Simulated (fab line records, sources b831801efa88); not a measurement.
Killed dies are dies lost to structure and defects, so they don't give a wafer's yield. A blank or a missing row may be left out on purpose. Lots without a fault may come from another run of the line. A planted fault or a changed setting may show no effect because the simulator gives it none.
Chamber matching | flow sky130 | SKY_VIA2_CMP_02 on cmp-02: 4 sister chambers
The step polishes SiO2. 4 wafers are shown with their chamber, then 12 later ones without.

WAFERS WITH THEIR CHAMBER
wafer  | chamber | motor_current_A (A)
L090.3 | 3       | 12.4
L091.2 | 0       | 11.2
L091.4 | 1       | 12.0
L091.6 | 2       | 13.9

WAFERS WITHOUT THEIR CHAMBER
wafer  | motor_current_A (A)
L092.2 | 14.4
L092.3 | 12.6
L092.6 | 11.8
L093.1 | 10.7
L093.3 | 12.7
L093.5 | 10.5
L095.1 | 12.4
L095.2 | 13.1
L095.4 | 10.9
L096.1 | 12.4
L096.2 | 11.9
L096.4 | 13.5

WHICH CHAMBER EACH WENT THROUGH
wafer  | from the rows above          | in truth
L092.2 | 2                            | 2
L092.3 | can't be placed: 3 or 1      | 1
L092.6 | can't be placed: 1 or 3 or 0 | 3
L093.1 | 0                            | 0
L093.3 | can't be placed: 3 or 1      | 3
L093.5 | 0                            | 0
L095.1 | can't be placed: 3 or 1      | 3
L095.2 | can't be placed: 3 or 2 or 1 | 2
L095.4 | 0                            | 0
L096.1 | can't be placed: 3 or 1      | 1
L096.2 | can't be placed: 1 or 3 or 0 | 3
L096.4 | can't be placed: 2 or 3      | 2
Placed correctly: 4 of 12. Can't be placed from these rows: 8 (the true chamber is among the candidates in 8). Placed wrongly: 0.
How it was worked out, from the rows above alone: a wafer's distance from a chamber is the root of the sum, over the readings, of the square of ((its reading less the chamber's mean) divided by the reading's scatter). The wafer belongs to the nearest chamber; if the next one is less than 2 further off, it can't be placed. A chamber's mean is the mean of its shown wafers. The scatter: with one shown wafer a chamber, the root of the mean of the squares of how far each hidden wafer lies from its nearest shown one.
